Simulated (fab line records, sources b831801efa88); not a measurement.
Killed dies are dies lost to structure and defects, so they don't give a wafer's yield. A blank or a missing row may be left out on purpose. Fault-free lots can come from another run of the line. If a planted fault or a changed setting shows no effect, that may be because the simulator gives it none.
2 desks, one fault | flow gf180mcu | only its own numbers are on each desk; what lay behind them is given at the end

## FROM THE METROLOGY DESK
What the gauges read, lot by lot, whatever tool the lot ran on: means of the sampled wafers that have a number. The brackets show how far a lot's mean lies from the usual mean; more than 4 standard deviations puts the lot out of limits, marked OUT.
Columns: A = cd-nm at GF_CONTACT_CD_MEAS_14, usual 219.7 nm; B = V1_CVD_02_THK at GF_V1_THK_MEAS_03, usual 849 nm; C = V1_OVL at GF_V1_OVL_MEAS_15, usual 4 nm
lot  | first seen here | A     | B             | C
L762 | day 17 07:15    | 217.8 | 848           | 12
L765 | day 17 16:58    | 221.0 | 869           | 5
L766 | day 18 09:32    | 219.0 | 853           | 0
L767 | day 18 17:20    | 219.5 | 844           | 8
L768 | day 19 01:31    | 218.7 | 850           | -1
L769 | day 19 05:04    | 220.0 | 845           | 3
L770 | day 19 22:25    | 220.2 | 846           | 2
L771 | day 20 09:57    | 220.3 | 865           | 10
L772 | day 20 15:14    | 219.3 | 843           | 3
L775 | day 21 19:30    | 221.2 | 843           | 9
L776 | day 21 23:11    | 219.6 | 634 (-22) OUT | -6
L777 | day 22 11:01    | 219.5 | 707 (-14) OUT | 3
This desk's result: L776, L777 out of limits, first on L776 (V1_CVD_02_THK at GF_V1_THK_MEAS_03), day 23 01:04. Within limits: L762, L765, L766, L767, L768, L769, L770, L771, L772, L775.

## DESK OF THE TOOL OWNER: pecvd-02
The tool's own readings at GF_V1_CVD_02 (deposits SiO2 from TEOS, target thk 850 nm, time 94.851 s): means of the sampled wafers that have a number, for each lot that ran on this tool. The brackets show how far a lot's mean lies from the usual mean; more than 4 standard deviations puts the lot out of limits, marked OUT.
Columns: A = heater-power-w at GF_V1_CVD_02, usual 706 W; B = run-length-s at GF_V1_CVD_02, usual 122.5 s
lot  | first seen here | A   | B
L766 | day 19 12:23    | 513 | 122.6
L771 | day 21 12:23    | 705 | 122.6
L776 | day 23 01:00    | 614 | 98.3 (-64) OUT
L777 | day 23 13:02    | 718 | 106.3 (-43) OUT
This desk finds L776, L777 out of limits, L776 being first, at day 23 01:00 (run-length-s at GF_V1_CVD_02). Within limits: L766, L771.

## PUT TOGETHER
On L776, L777, at day 23 01:00, an alarm was possible from the tool owner's desk.
L776, L777 would have let the metrology desk raise an alarm at day 23 01:04.
GF_V1_CVD_02 was run on pecvd-02 by each of the lots named.

## WHAT THE SIMULATOR HAD PUT IN
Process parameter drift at GF_V1_CVD_02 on pecvd-02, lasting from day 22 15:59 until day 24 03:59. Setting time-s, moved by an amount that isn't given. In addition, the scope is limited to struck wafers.
Lots struck among those shown: L776, L777.
Fault start to first reading out of limits, in hours, per desk: tool owner, 9; metrology, 9.
